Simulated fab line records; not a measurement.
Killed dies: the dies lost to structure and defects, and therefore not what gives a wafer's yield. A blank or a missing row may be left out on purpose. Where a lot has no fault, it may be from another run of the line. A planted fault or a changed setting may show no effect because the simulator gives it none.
fab line records	flow sky130
[record] lots = 6	wafers = 18	last_day = 49
route steps=708 shown METAL2@495 VIA2@507 PAD_OPEN@708
lots that met no fault: taken from a fault-free run of the same line
start_h: the number of hours between the record's first day and the start of the first shown wafer of the lot	wait_h: hours since the lot's step before	" repeats the value in the row above	L1.1+2: a row that stands for several wafers	- no value, or no start given	* or withheld: withheld	< > ~ a bound
route shown NAME@n: a module of which the file shows steps, and the number in the route of the first	usual: the fault-free wafers' mean and standard deviation	same: alike in all rows	chamber/n: place in a boat	sites: each site's reading	_std_site: standard deviation of those values	_edge_site: outer sites' mean less inner sites'	radius_mm: for every site, how far away it sits from the centre of the wafer	mask NAME#n: copy n	behind: tool/chamber where the wafer was last shaped	hold: why the lot was held/for how many hours/how that ended	device: names the non-switching transistor (n, p or np)	end of line: the same wafers' tests at the end of the route	step lacking rows: just its recipe	killed: not the wafer's yield, but the dies lost to structure and defects at the first sort	map: per-die view of a wafer (x killed, . not killed, _ where there is no die)
set.NAME: the setting the step ran with; set.NAME@STEP: the setting that earlier step ran with	model.NAME: the simulator's own value behind a step, which no gauge read
a table for each step, a row for each wafer; lots at some steps of the route
services: from which hour (start_h, from the record's first day; less than 0 if before it) a tool's chamber was out of use, for how many hours, and why
[[steps]]
[step SKY_METAL2_EXPOSE_12]
[recipe] mask_id = MM2	na = 0.8	source_shape = annular	sigma_inner = 0.55	sigma_outer = 0.85	target_cd_nm = 140	dose_mj = 28
[step SKY_METAL2_PEB_13]
[recipe] peb_temp_c = withheld	peb_time_s = withheld	resist = KrF-thick
[step SKY_METAL2_DEVELOP_14]
[recipe] develop_time_s = 60	resist = KrF-thick	dev_temp_c = 21
[step SKY_METAL2_CD_MEAS_15]
[recipe] target_cd_nm = 140
[usual] cd_nm = 140.7/1.4
lot.wafer	tool	chamber	start_h	wait_h	cd_nm
L560.1	cd_sem-01	-	851.80	-	140.5
L560.3	"	-	"	"	139.7
L560.6	"	-	"	"	140.8
L566.1	cd_sem-02	-	888.70	-	142.3
L566.4	"	-	"	"	142.2
L566.5	"	-	"	"	141.1
L568.1	cd_sem-01	-	898.20	-	139.7
L568.5	"	-	"	"	140.9
L568.6	"	-	"	"	141.1
L572.3	cd_sem-01	-	921.08	-	138.9
L572.5	"	-	"	"	139.8
L572.6	"	-	"	"	140.5
L573.1	cd_sem-01	-	933.04	-	143.8
L573.4	"	-	"	"	142.5
L573.5	"	-	"	"	144.2
L574.2	cd_sem-01	-	935.08	-	140.4
L574.3	"	-	"	"	139.8
L574.6	"	-	"	"	141.3
[step SKY_METAL2_OVL_MEAS_16]
[usual] METAL2_OVL = -4/6.2
lot.wafer	tool	chamber	start_h	wait_h	METAL2_OVL[nm]
L560.1	overlay-01	-	851.92	0.1	0
L560.3	"	-	"	"	-3
L560.6	"	-	"	"	-2
L566.1	overlay-02	-	888.82	0.1	-10
L566.4	"	-	"	"	0
L566.5	"	-	"	"	-5
L568.1	overlay-02	-	898.32	0.1	0
L568.5	"	-	"	"	-4
L568.6	"	-	"	"	-4
L572.3	overlay-01	-	921.18	0.1	-7
L572.5	"	-	"	"	-8
L572.6	"	-	"	"	-4
L573.1	overlay-02	-	933.16	0.1	0
L573.4	"	-	"	"	8
L573.5	"	-	"	"	-1
L574.2	overlay-01	-	935.19	0.1	-6
L574.3	"	-	"	"	3
L574.6	"	-	"	"	-10
[step SKY_METAL2_DESCUM_17]
[recipe] chemistry = O2	source_power_w = 150	bias_power_w = 0	pressure_mtorr = 10	temp_c = 40	time_s = 8
[usual] chamber_pressure_mTorr = 10.000/0.0089	drypump_motor_current_A = 5.9/0.36	oes_product_au = 0.997/0.012
lot.wafer	tool	chamber	start_h	wait_h	chamber_pressure_mTorr	drypump_motor_current_A	oes_product_au	rf_hours_counter_h
L560.1	rie_metal-02	1	851.96	0.0	10.014	5.6	1.009	14
L560.3	"	0	"	"	10.002	6.3	0.994	-
L560.6	"	0	"	"	10.007	6.3	0.994	-
L566.1	rie_metal-03	1	888.86	0.0	9.996	5.5	1.001	5
L566.4	"	1	"	"	10.006	5.5	0.998	-
L566.5	"	0	"	"	10.001	5.7	0.998	-
L568.1	rie_metal-02	0	898.36	0.0	10.001	6.3	0.981	4
L568.5	"	1	"	"	10.005	5.6	1.011	-
L568.6	"	0	"	"	10.003	6.3	0.987	-
L572.3	rie_metal-02	0	921.22	0.0	9.991	6.3	0.992	-
L572.5	"	0	"	"	9.999	6.3	0.990	-
L572.6	"	0	"	"	9.988	6.3	0.986	-
L573.1	rie_metal-02	0	933.20	0.0	9.996	6.3	0.999	6
L573.4	"	0	"	"	10.013	6.3	0.979	-
L573.5	"	0	"	"	9.993	6.3	0.985	-
L574.2	rie_metal-01	1	935.22	0.0	10.010	6.0	0.984	12
L574.3	"	1	"	"	9.999	6.0	0.978	-
L574.6	"	1	"	"	10.005	6.0	0.977	-
[step SKY_METAL2_ETCH_18]
[recipe] chemistry = N2/H2	target = BARC	ion_energy_ev = 200	bias_w = 100	pressure_mtorr = 30	n2_flow_sccm = 100	h2_flow_sccm = 200	icp_w = 500	stop_on = SiO2	time_s = 45.9	target_depth_a = 600
[usual] chamber_pressure_mTorr = 30.00/0.034	drypump_motor_current_A = 5.9/0.36	oes_product_au = 0.855/0.0047	throttle_valve_pct = 13.225/0.0095
lot.wafer	tool	chamber	start_h	wait_h	chamber_pressure_mTorr	drypump_motor_current_A	oes_product_au	rf_hours_counter_h	throttle_valve_pct
L560.1	rie_metal-02	1	851.99	0.0	30.04	5.6	0.858	14	13.209
L560.3	"	0	"	"	29.97	6.3	0.851	-	13.220
L560.6	"	0	"	"	30.00	6.3	0.848	-	13.226
L566.1	rie_metal-03	1	888.89	0.0	30.01	5.5	0.848	5	13.237
L566.4	"	1	"	"	30.01	5.5	0.848	-	13.225
L566.5	"	0	"	"	29.99	5.7	0.857	-	13.223
L568.1	rie_metal-02	0	898.39	0.0	30.03	6.3	0.853	4	13.218
L568.5	"	1	"	"	30.01	5.6	0.857	-	13.226
L568.6	"	0	"	"	30.01	6.3	0.858	-	13.235
L572.3	rie_metal-02	0	921.30	0.1	30.01	6.3	0.854	-	13.218
L572.5	"	0	"	"	30.04	6.3	0.851	-	13.219
L572.6	"	0	"	"	30.06	6.3	0.854	-	13.214
L573.1	rie_metal-02	0	933.26	0.1	29.97	6.3	0.862	6	13.225
L573.4	"	0	"	"	30.01	6.3	0.857	-	13.220
L573.5	"	0	"	"	29.98	6.3	0.863	-	13.220
L574.2	rie_metal-01	1	935.25	0.0	29.98	6.1	0.852	12	13.214
L574.3	"	1	"	"	29.99	6.0	0.858	-	13.228
L574.6	"	1	"	"	29.97	6.0	0.857	-	13.231
[step SKY_METAL2_METAL_ETCH_19]
[recipe] target_depth_a = 3600	stop_on = SiO2	over_etch_frac = 0.3	time_s = 78	chemistry = Cl2/BCl3	resist_sidewall_deg = 88	pressure_mtorr = 10	icp_w = 900	bias_w = 48.5	Cl2_flow_sccm = 60	bcl3_flow_sccm = 30
[usual] chamber_pressure_mTorr = 10.001/0.0092	drypump_motor_current_A = 5.9/0.36	oes_product_au = 0.854/0.0061	throttle_valve_pct = 22.263/0.0087
lot.wafer	tool	chamber	start_h	wait_h	chamber_pressure_mTorr	drypump_motor_current_A	oes_product_au	rf_hours_counter_h	throttle_valve_pct
L560.1	rie_metal-02	1	852.05	0.0	10.007	5.6	0.848	14	22.252
L560.3	"	0	"	"	10.000	6.3	0.858	-	22.260
L560.6	"	0	"	"	9.998	6.3	0.843	-	22.261
L566.1	rie_metal-03	1	888.95	0.0	10.005	5.5	0.859	5	22.254
L566.4	"	1	"	"	10.009	5.5	0.851	-	22.258
L566.5	"	0	"	"	10.006	5.7	0.851	-	22.250
L568.1	rie_metal-02	0	898.45	0.0	9.995	6.3	0.854	4	22.265
L568.5	"	1	"	"	10.005	5.5	0.852	-	22.248
L568.6	"	0	"	"	10.007	6.3	0.853	-	22.268
L572.3	rie_metal-02	0	921.45	0.1	10.005	6.3	0.856	-	22.257
L572.5	"	0	"	"	9.999	6.3	0.863	-	22.265
L572.6	"	0	"	"	10.008	6.3	0.859	-	22.265
L573.1	rie_metal-02	0	933.39	0.1	9.991	6.3	0.852	6	22.260
L573.4	"	0	"	"	10.008	6.3	0.850	-	22.264
L573.5	"	0	"	"	10.002	6.3	0.849	-	22.256
L574.2	rie_metal-01	1	935.32	0.0	10.009	6.0	0.849	13	22.264
L574.3	"	1	"	"	10.005	6.0	0.850	-	22.269
L574.6	"	1	"	"	10.012	6.0	0.847	-	22.284
[step SKY_METAL2_STRIP_20]
[recipe] chemistry = O2/N2	power_w = 1400	pressure_mtorr = 1500	platen_temp_c = withheld	o2_flow_sccm = 3000	n2_flow_sccm = 300	overash_fraction = 0.5
[usual] chamber_pressure_mTorr = 1500/4.3	drypump_motor_current_A = 5.6/0.39	oes_product_au = 0.343/0.0047	strip_time_to_endpoint_s = 2.71/0.051
lot.wafer	tool	chamber	start_h	wait_h	chamber_pressure_mTorr	drypump_motor_current_A	oes_product_au	rf_hours_counter_h	strip_time_to_endpoint_s
L560.1	plasma_asher-04	1	852.14	0.1	1499	6.3	0.330	75	2.60
L560.3	"	0	"	"	1501	5.9	0.349	-	2.68
L560.6	"	1	"	"	1500	6.3	0.344	-	2.71
L566.1	plasma_asher-02	1	889.04	0.1	1499	5.1	0.344	101	2.75
L566.4	"	0	"	"	1500	5.7	0.341	-	2.74
L566.5	"	0	"	"	1501	5.7	0.346	-	2.70
L568.1	plasma_asher-01	0	898.54	0.1	1500	5.2	0.348	16	2.71
L568.5	"	1	"	"	1500	5.7	0.342	-	2.67
L568.6	"	0	"	"	1499	5.2	0.344	-	2.72
L572.3	plasma_asher-02	1	921.60	0.1	1499	5.1	0.338	-	2.69
L572.5	"	1	"	"	1501	5.1	0.348	-	2.72
L572.6	"	0	"	"	1498	5.7	0.350	-	2.72
L573.1	plasma_asher-04	0	933.57	0.1	1499	5.9	0.345	83	2.72
L573.4	"	1	"	"	1498	6.3	0.341	-	2.73
L573.5	"	0	"	"	1501	6.0	0.350	-	2.74
L574.2	plasma_asher-01	1	935.41	0.1	1502	5.7	0.343	20	2.76
L574.3	"	0	"	"	1499	5.2	0.351	-	2.77
L574.6	"	1	"	"	1501	5.7	0.349	-	2.76
[step SKY_METAL2_STRIP_21]
[recipe] chemistry = post_etch_residue_remover	time_s = 1200	temp_c = 72.5
[step SKY_METAL2_CLEAN_22]
[recipe] chemistry = IPA	time_s = 180	temp_c = 25
[step SKY_METAL2_CLEAN_23]
[recipe] chemistry = O3/DIW	dry = n2_spin
[step SKY_VIA2_HDPCVD_00]
[recipe] material = SiO2	target_thk_nm = 1180	sigma_open_frac = 0.3	time_s = 196.7	temp_c = 400	sih4_flow_sccm = 60	pressure_mtorr = 6
[usual] sih4_flow_sccm = 60.00/0.17
lot.wafer	tool	chamber	start_h	wait_h	sih4_flow_sccm	model.SiO2_of_VIA2_HDPCVD_00.thk_nm
L560.1	hdpcvd-01	0	852.75	0.0	59.77	1188
L560.3	"	2	"	"	60.09	1184
L560.6	"	0	"	"	59.90	1185
L566.1	hdpcvd-02	0	889.67	0.0	60.08	1175
L566.4	"	1	"	"	60.24	1154
L566.5	"	0	"	"	59.94	1179
L568.1	hdpcvd-02	0	899.13	0.0	60.06	1189
L568.5	"	1	"	"	60.22	1170
L568.6	"	0	"	"	59.87	1187
L572.3	hdpcvd-01	1	922.17	0.0	59.93	1185
L572.5	"	0	"	"	71.77	1412
L572.6	"	2	"	"	59.79	1177
L573.1	hdpcvd-02	0	934.16	0.0	60.12	1186
L573.4	"	0	"	"	60.03	1173
L573.5	"	0	"	"	60.24	1200
L574.2	hdpcvd-01	2	936.00	0.0	60.12	1166
L574.3	"	0	"	"	72.01	1408
L574.6	"	0	"	"	71.84	1434
[step SKY_VIA2_THK_MEAS_01]
[recipe] reads = SiO2_of_VIA2_HDPCVD_00
[usual] VIA2_HDPCVD_THK = 1178/13
lot.wafer	tool	chamber	start_h	wait_h	VIA2_HDPCVD_THK[nm]
L560.1	film_metro-03	-	852.87	0.1	1186
L560.3	"	-	"	"	1184
L560.6	"	-	"	"	1185
L566.1	film_metro-04	-	889.90	0.2	1176
L566.4	"	-	"	"	1154
L566.5	"	-	"	"	1178
L568.1	film_metro-03	-	899.32	0.1	1189
L568.5	"	-	"	"	1171
L568.6	"	-	"	"	1186
L572.3	film_metro-02	-	922.31	0.1	1185
L572.5	"	-	"	"	1412
L572.6	"	-	"	"	1177
L573.1	film_metro-04	-	934.35	0.1	1186
L573.4	"	-	"	"	1173
L573.5	"	-	"	"	1200
L574.2	film_metro-03	-	936.13	0.1	1167
L574.3	"	-	"	"	1408
L574.6	"	-	"	"	1435
[step SKY_VIA2_CMP_02]
[recipe] material = SiO2	down_force_psi = 4	platen_rpm = 60	pad_velocity_m_s = 0.94248
[usual] motor_current_A = 12.0/1	retaining_ring_pressure_frac = 1.000/0.0049
lot.wafer	tool	chamber	start_h	wait_h	motor_current_A	retaining_ring_pressure_frac
L560.3	cmp-02	1	852.98	0.1	13.2	0.995
L560.1	"	2	"	"	11.4	0.990
L560.6	"	0	"	"	11.7	1.003
L566.4	cmp-02	1	889.96	0.0	13.8	0.999
L566.1	"	3	"	"	10.7	1.009
L566.5	"	1	"	"	13.4	0.996
L568.1	cmp-02	1	899.53	0.2	13.5	1.003
L568.6	"	2	"	"	10.9	1.001
L568.5	"	3	"	"	10.2	0.998
L572.3	cmp-02	2	922.35	0.0	11.4	1.005
L572.6	"	2	"	"	11.7	1.005
L572.5	"	3	"	"	10.4	1.002
L573.1	cmp-01	2	934.41	0.1	12.2	1.005
L573.4	"	1	"	"	12.3	1.004
L573.5	"	2	"	"	12.0	1.002
L574.3	cmp-02	0	936.18	0.0	11.1	1.002
L574.2	"	2	"	"	11.7	1.002
L574.6	"	0	"	"	11.2	1.001
[step SKY_PAD_OPEN_PROBE_99]
[usual] defect_limited_yield = 82.1/1.9	killed_at_M0_to_M3 = 44/6.6	killed_at_M4_up = 3.0/1.9	killed_at_contacts = 24/5.1	killed_at_front_end = 16/4.6	killed_at_other = 0.3/0.59	killed_dies = 88/9.5	killed_open = 48/6.7	killed_short = 40/6.1	sort_bin_3_pad_short = 0.9/0.43	sort_bin_5_function = 10.7/1.6	sort_bin_6_memory = 6.3/1.1	sort_n_pass = 404/9.5	sort_yield_pct = 82.1/1.9
[same] gross_dies = 492	killed_at_back_side = 0	sort_bin_4_leakage[%] = 0	sort_bin_8_speed[%] = 0
lot.wafer	tool	chamber	start_h	wait_h	defect_limited_yield[%]	killed_at_M0_to_M3	killed_at_M4_up	killed_at_contacts	killed_at_front_end	killed_at_other	killed_dies	killed_open	killed_short	sort_bin_3_pad_short[%]	sort_bin_5_function[%]	sort_bin_6_memory[%]	sort_n_pass	sort_yield_pct[%]
L566.1	prober-02	-	1133.78	0.1	82.3	46	3	25	13	0	87	45	42	1.0	11.2	5.5	405	82.3
L566.4	prober-02	-	1133.93	0.2	84.6	42	0	20	14	0	76	40	36	1.4	9.1	4.9	416	84.6
L566.5	prober-02	-	1133.98	0.2	80.5	43	5	33	15	0	96	56	40	1.8	9.6	8.1	396	80.5
L568.1	prober-01	-	1139.74	0.1	81.9	47	4	25	13	0	89	51	38	1.0	10.2	6.9	403	81.9
L568.5	prober-01	-	1139.94	0.2	83.5	45	2	23	11	0	81	38	43	0.4	8.7	7.3	411	83.5
L568.6	prober-01	-	1139.99	0.2	80.5	46	4	31	15	0	96	47	49	1.6	10.4	7.5	396	80.5
L572.3	prober-02	-	1158.45	0.2	83.3	40	2	26	14	0	82	46	36	0.8	8.9	6.9	410	83.3
L572.5	prober-02	-	1158.55	0.2	83.5	44	1	26	10	0	81	42	39	1.4	8.9	6.1	411	83.5
L572.6	prober-02	-	1158.60	0.2	82.7	45	2	20	18	0	85	46	39	0.8	9.3	7.1	407	82.7
L574.2	prober-02	-	1167.81	0.1	84.1	36	1	14	27	0	78	40	37	0.8	9.8	5.3	414	84.1
L574.3	prober-02	-	1167.86	0.2	83.7	36	4	18	22	0	80	46	33	0.4	11.2	4.7	412	83.7
L574.6	prober-02	-	1168.01	0.2	81.1	51	1	22	18	1	93	50	43	0.6	12.4	5.9	399	81.1
// killed by level:class
L566.1 CONTACT:geometric_particle:open=11 VIA1:geometric_particle:open=9 METAL1:geometric_particle:short=7 VIA3:geometric_particle:open=6 LI_CONTACT:geometric_particle:open=5 VIA1:geometric_particle:short=5 CONTACT:geometric_particle:short=4 LOCAL_INTERCONNECT:geometric_particle:short=4
L566.4 CONTACT:geometric_particle:open=10 VIA3:geometric_particle:open=8 VIA1:geometric_particle:short=8 VIA1:geometric_particle:open=6 FIELD_ISO:geometric_particle:short=4 POLY_GATE:geometric_particle:open=4 LI_CONTACT:geometric_particle:open=4 METAL1:geometric_particle:short=4
L566.5 CONTACT:geometric_particle:open=12 LI_CONTACT:geometric_particle:open=8 LOCAL_INTERCONNECT:geometric_particle:short=8 VIA1:geometric_particle:open=6 METAL2:geometric_particle:open=6 METAL2:geometric_particle:short=6 VIA2:geometric_particle:open=6 FIELD_ISO:geometric_particle:short=4
L568.1 VIA1:geometric_particle:open=11 CONTACT:geometric_particle:open=10 METAL1:geometric_particle:short=9 VIA3:geometric_particle:open=9 FIELD_ISO:geometric_particle:open=6 LI_CONTACT:geometric_particle:open=6 CONTACT:geometric_particle:short=6 VIA1:geometric_particle:short=4
L568.5 VIA1:geometric_particle:open=12 METAL2:geometric_particle:short=9 CONTACT:geometric_particle:short=8 METAL1:geometric_particle:short=7 CONTACT:geometric_particle:open=6 LI_CONTACT:geometric_particle:open=4 VIA2:geometric_particle:open=4 FIELD_ISO:geometric_particle:short=3
L568.6 LI_CONTACT:geometric_particle:open=10 VIA1:geometric_particle:open=9 CONTACT:geometric_particle:open=8 METAL2:geometric_particle:short=7 VIA2:geometric_particle:open=7 POLY_GATE:geometric_particle:short=6 LOCAL_INTERCONNECT:geometric_particle:short=6 VIA2:geometric_particle:short=5
L572.3 VIA1:geometric_particle:open=9 CONTACT:geometric_particle:open=9 LI_CONTACT:geometric_particle:open=7 CONTACT:geometric_particle:short=6 VIA3:geometric_particle:open=6 METAL3:geometric_particle:short=5 METAL1:geometric_particle:short=4 VIA2:geometric_particle:short=4
L572.5 VIA1:geometric_particle:open=10 CONTACT:geometric_particle:short=9 LI_CONTACT:geometric_particle:open=7 METAL1:geometric_particle:short=7 VIA2:geometric_particle:open=6 CONTACT:geometric_particle:open=5 VIA3:geometric_particle:open=5 LOCAL_INTERCONNECT:geometric_particle:short=4
L572.6 CONTACT:geometric_particle:open=12 VIA1:geometric_particle:open=9 FIELD_ISO:geometric_particle:short=6 VIA1:geometric_particle:short=6 VIA3:geometric_particle:open=6 METAL2:geometric_particle:short=5 METAL1:geometric_particle:short=5 POLY_GATE:geometric_particle:short=4
L574.2 POLY_GATE:geometric_particle:short=8 FIELD_ISO:geometric_particle:open=7 VIA2:geometric_particle:open=7 METAL1:geometric_particle:short=6 VIA1:geometric_particle:open=6 POLY_GATE:geometric_particle:open=5 METAL2:geometric_particle:short=5 VIA3:geometric_particle:open=4
L574.3 VIA1:geometric_particle:open=12 POLY_GATE:geometric_particle:short=9 LI_CONTACT:geometric_particle:open=7 VIA2:geometric_particle:open=7 VIA3:geometric_particle:open=6 CONTACT:geometric_particle:open=6 FIELD_ISO:geometric_particle:open=5 METAL2:geometric_particle:short=5
L574.6 VIA1:geometric_particle:open=14 METAL1:geometric_particle:short=7 POLY_GATE:geometric_particle:open=6 CONTACT:geometric_particle:open=6 CONTACT:geometric_particle:short=6 METAL2:geometric_particle:short=6 VIA2:geometric_particle:short=6 POLY_GATE:geometric_particle:short=5
[[services]]
tool	chamber	start_h	hours	kind
rie_metal-01	0	845.67	-	clean
rie_metal-01	0	845.67	27.9	scheduled_down
rie_metal-01	0	845.67	27.9	vent_cycle
hdpcvd-02	2	846.09	173.0	repair
cmp-01	-	851.24	1.2	repair
hdpcvd-02	1	860.43	11.6	repair
hdpcvd-02	-	860.62	1.4	repair
hdpcvd-01	-	860.95	0.9	repair
rie_metal-01	-	863.29	14.6	pm
plasma_asher-02	-	864.15	2.8	pm
rie_metal-02	-	868.90	0.4	repair
rie_metal-01	-	877.89	2.8	pm
rie_metal-03	-	888.15	0.2	repair
cmp-01	-	912.36	4.0	pm
hdpcvd-01	-	914.87	0.3	repair
cmp-01	-	916.36	-	consumable_replace:conditioner
cmp-01	-	916.36	-	consumable_replace:pad
rie_metal-02	1	918.89	-	clean
rie_metal-02	1	918.89	18.0	scheduled_down
rie_metal-02	1	918.89	18.0	vent_cycle
hdpcvd-01	2	926.79	8.2	repair
plasma_asher-02	-	933.20	15.6	pm
[[key]]
[first_sign] step = SKY_VIA2_HDPCVD_00	reading = sih4_flow_sccm	direction = up	sigmas = 70	usual = 60.00	struck = 71.87
[effect] step = SKY_VIA2_THK_MEAS_01	reading = VIA2_HDPCVD_THK	direction = up	sigmas = 18	usual = 1178	struck = 1418
[model_effect] step = SKY_VIA2_HDPCVD_00	value = SiO2_of_VIA2_HDPCVD_00.thk_nm	without = 1182	struck = 1418
met_at SKY_VIA2_HDPCVD_00
struck_wafers L572.5,L574.3,L574.6
onset_between 852.75 922.17
[fault] kind = process_parameter_drift	tool = hdpcvd-01	chamber = 0	onset_h = 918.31	steps = SKY_VIA2_HDPCVD_00	channel = sih4_flow_sccm	offset = 12	shape = step	end_h = 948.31	acts_in = these_recipes_only	stated = 60
